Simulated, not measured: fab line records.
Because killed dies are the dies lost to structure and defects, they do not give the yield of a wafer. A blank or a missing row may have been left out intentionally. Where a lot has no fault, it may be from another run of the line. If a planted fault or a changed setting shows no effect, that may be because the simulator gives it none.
Split-lot experiment / flow sky130 / 5 lots, 23 wafers read, on a route of 708 steps

ON THE SPLIT
At SKY_LDD_LDN_IMPLANT_11, the setting energy kev was moved away from the recipe's 15 on 6 of the 23 wafers read, by +1.6% to +5.2%. This setting was run at the recipe's value on the other wafers.

The reading is taken at the split's own step.

THE READING
implant.drp nm (the simulator's own value, which no gauge read), in nm, at SKY_LDD_LDN_IMPLANT_11. No usual value for it is given in the file.

wafer=L074.1; tool, chamber at the split=implanter-02, 0; energy kev as run=15; against the recipe=recipe; implant.drp nm, nm=5.933; against lot-mates on the recipe=-
wafer=L074.2; tool, chamber at the split=implanter-02, 0; energy kev as run=15; against the recipe=recipe; implant.drp nm, nm=5.933; against lot-mates on the recipe=-
wafer=L074.3; tool, chamber at the split=implanter-02, 0; energy kev as run=15; against the recipe=recipe; implant.drp nm, nm=5.933; against lot-mates on the recipe=-
wafer=L074.4; tool, chamber at the split=implanter-02, 0; energy kev as run=15; against the recipe=recipe; implant.drp nm, nm=5.933; against lot-mates on the recipe=-
wafer=L074.5; tool, chamber at the split=implanter-02, 0; energy kev as run=15; against the recipe=recipe; implant.drp nm, nm=5.933; against lot-mates on the recipe=-
wafer=L075.1; tool, chamber at the split=implanter-04, 0; energy kev as run=15; against the recipe=recipe; implant.drp nm, nm=5.933; against lot-mates on the recipe=-
wafer=L075.4; tool, chamber at the split=implanter-04, 0; energy kev as run=15; against the recipe=recipe; implant.drp nm, nm=5.933; against lot-mates on the recipe=-
wafer=L075.5; tool, chamber at the split=implanter-04, 0; energy kev as run=15; against the recipe=recipe; implant.drp nm, nm=5.933; against lot-mates on the recipe=-
wafer=L077.1; tool, chamber at the split=implanter-04, 0; energy kev as run=15.5; against the recipe=+3.3%; implant.drp nm, nm=6.065; against lot-mates on the recipe=+0.132
wafer=L077.5; tool, chamber at the split=implanter-04, 0; energy kev as run=15.5; against the recipe=+3.3%; implant.drp nm, nm=6.065; against lot-mates on the recipe=+0.132
wafer=L077.2; tool, chamber at the split=implanter-04, 0; energy kev as run=15; against the recipe=recipe; implant.drp nm, nm=5.933; against lot-mates on the recipe=-
wafer=L077.4; tool, chamber at the split=implanter-04, 0; energy kev as run=15; against the recipe=recipe; implant.drp nm, nm=5.933; against lot-mates on the recipe=-
wafer=L077.6; tool, chamber at the split=implanter-04, 0; energy kev as run=15; against the recipe=recipe; implant.drp nm, nm=5.933; against lot-mates on the recipe=-
wafer=L080.2; tool, chamber at the split=implanter-02, 0; energy kev as run=15.78; against the recipe=+5.2%; implant.drp nm, nm=6.138; against lot-mates on the recipe=+0.205
wafer=L080.6; tool, chamber at the split=implanter-02, 0; energy kev as run=15.78; against the recipe=+5.2%; implant.drp nm, nm=6.138; against lot-mates on the recipe=+0.205
wafer=L080.3; tool, chamber at the split=implanter-02, 0; energy kev as run=15; against the recipe=recipe; implant.drp nm, nm=5.933; against lot-mates on the recipe=-
wafer=L080.4; tool, chamber at the split=implanter-02, 0; energy kev as run=15; against the recipe=recipe; implant.drp nm, nm=5.933; against lot-mates on the recipe=-
wafer=L080.5; tool, chamber at the split=implanter-02, 0; energy kev as run=15; against the recipe=recipe; implant.drp nm, nm=5.933; against lot-mates on the recipe=-
wafer=L084.1; tool, chamber at the split=implanter-01, 0; energy kev as run=15; against the recipe=recipe; implant.drp nm, nm=5.933; against lot-mates on the recipe=-
wafer=L084.3; tool, chamber at the split=implanter-01, 0; energy kev as run=15; against the recipe=recipe; implant.drp nm, nm=5.933; against lot-mates on the recipe=-
wafer=L084.5; tool, chamber at the split=implanter-01, 0; energy kev as run=15; against the recipe=recipe; implant.drp nm, nm=5.933; against lot-mates on the recipe=-
wafer=L084.2; tool, chamber at the split=implanter-01, 0; energy kev as run=15.24; against the recipe=+1.6%; implant.drp nm, nm=5.997; against lot-mates on the recipe=+0.064
wafer=L084.6; tool, chamber at the split=implanter-01, 0; energy kev as run=15.24; against the recipe=+1.6%; implant.drp nm, nm=5.997; against lot-mates on the recipe=+0.064

THE FIT
A straight line over all 23 wafers: implant.drp nm changes by +0.0395 nm for each +1% of energy kev; r = +1.00; the points scatter about the line by 0.00029 nm.
The same after taking each lot's own level away (the mean of its wafers on the recipe; 23 wafers): +0.0395 nm for each +1%; r = +1.00; scatter 0.00029 nm.
Per that fit: largest energy kev move, reading shift of 0.21 nm.
The lots' own levels span 5.9330 to 5.9330 nm.
Consequently the slope shifts little with the lot-to-lot level, the two slopes agreeing.
Check: for one of the wafers moved furthest among these (+5.2%), held out of the fit, the line's prediction against its lot-mates is +0.206 nm. It came out at +0.205 nm against them.

ADDITIONAL SPLITS CARRIED BY THESE WAFERS
These wafers also went through other splits before the reading. Each is held against what the fit with the lots' levels taken away leaves over:
other split on the same wafers=SKY_GATE_OXIDE_IMPLANT_11 energy kev; wafers away from the commonest value=2; r with implant.drp nm (lot level and that fit taken away)=-0.08
other split on the same wafers=SKY_POLY_GATE_EXPOSE_10 dose mj; wafers away from the commonest value=9; r with implant.drp nm (lot level and that fit taken away)=+0.21
other split on the same wafers=SKY_POLY_GATE_ETCH_15 source w; wafers away from the commonest value=8; r with implant.drp nm (lot level and that fit taken away)=-0.23
other split on the same wafers=SKY_LDD_N_IMPLANT_08 energy kev; wafers away from the commonest value=5; r with implant.drp nm (lot level and that fit taken away)=+0.14
other split on the same wafers=SKY_LDD_P_EXPOSE_04 dose mj; wafers away from the commonest value=8; r with implant.drp nm (lot level and that fit taken away)=+0.09
other split on the same wafers=SKY_LDD_P_IMPLANT_09 energy kev; wafers away from the commonest value=5; r with implant.drp nm (lot level and that fit taken away)=-0.01
other split on the same wafers=SKY_LDD_HVN_STRIP_09 power w; wafers away from the commonest value=10; r with implant.drp nm (lot level and that fit taken away)=+0.16
other split on the same wafers=SKY_LDD_LDN_COAT_02 resist thk nm; wafers away from the commonest value=5; r with implant.drp nm (lot level and that fit taken away)=+0.16

THE WHOLE CHAIN: every reading that the file lists as answering this split, in the file's order
step=SKY_LDD_LDN_IMPLANT_11; what it does=; reading=implant.rp nm (the simulator's own value, which no gauge read); change (the file's fit)=+0.0902 nm for each +1% of the setting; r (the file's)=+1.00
step=SKY_LDD_LDN_IMPLANT_11; what it does=; reading=implant.drp nm (the simulator's own value, which no gauge read); change (the file's fit)=+0.0394 nm for each +1% of the setting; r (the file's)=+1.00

FILE'S OWN FIT
implant.drp nm changes by +0.0394 nm for each +1% of energy kev, r = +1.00.
